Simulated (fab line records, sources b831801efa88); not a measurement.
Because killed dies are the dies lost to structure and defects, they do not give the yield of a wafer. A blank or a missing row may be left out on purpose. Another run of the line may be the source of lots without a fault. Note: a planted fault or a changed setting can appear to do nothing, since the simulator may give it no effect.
Which tool is to blame? / flow sky130 / 6 lots (18 wafers sampled), 1 step of a 708-step route

## WHAT THE GAUGES READ, wafer by wafer
SKY_VIA2_BOW_MEAS_03.
lot=L566; measured=day 36 23:14; on=film-metro-02; VIA2_BOW (um)=79 97 85
lot=L571; measured=day 38 22:54; on=film-metro-04; VIA2_BOW (um)=96 81 78
lot=L573; measured=day 39 01:59; on=film-metro-02; VIA2_BOW (um)=82 82 78
lot=L578; measured=day 40 08:15; on=film-metro-02; VIA2_BOW (um)=83 94 95
lot=L581; measured=day 41 02:57; on=film-metro-01; VIA2_BOW (um)=85 92 86
lot=L585; measured=day 42 04:23; on=film-metro-02; VIA2_BOW (um)=78 74 82

## TOOL THAT RAN EACH LOT (tool first, then ch and the chambers of the sampled wafers, then the start)
The record holds no process step before these readings.

## THE ANSWER, worked out from the rows above alone
Rule: what is usual is taken from the lots themselves. Put in order of their means at a reading, lots are off if they are a third of the lots or fewer, leave a main group of 4 or more, and stand apart from it by a gap of 3 or more times the standard deviation of the main group's means; of several such gaps the widest counts. A main group whose means are all the same, to the digits that the tables above print for the reading, isn't used. A lot without any number at a reading at which 4 lots or more have one is off too. Where the step has rows for the other lots, those lots are counted as sound.
No lot is off at any reading shown: from this, nothing can be told.

## WHAT THE SIMULATOR HAD INSERTED
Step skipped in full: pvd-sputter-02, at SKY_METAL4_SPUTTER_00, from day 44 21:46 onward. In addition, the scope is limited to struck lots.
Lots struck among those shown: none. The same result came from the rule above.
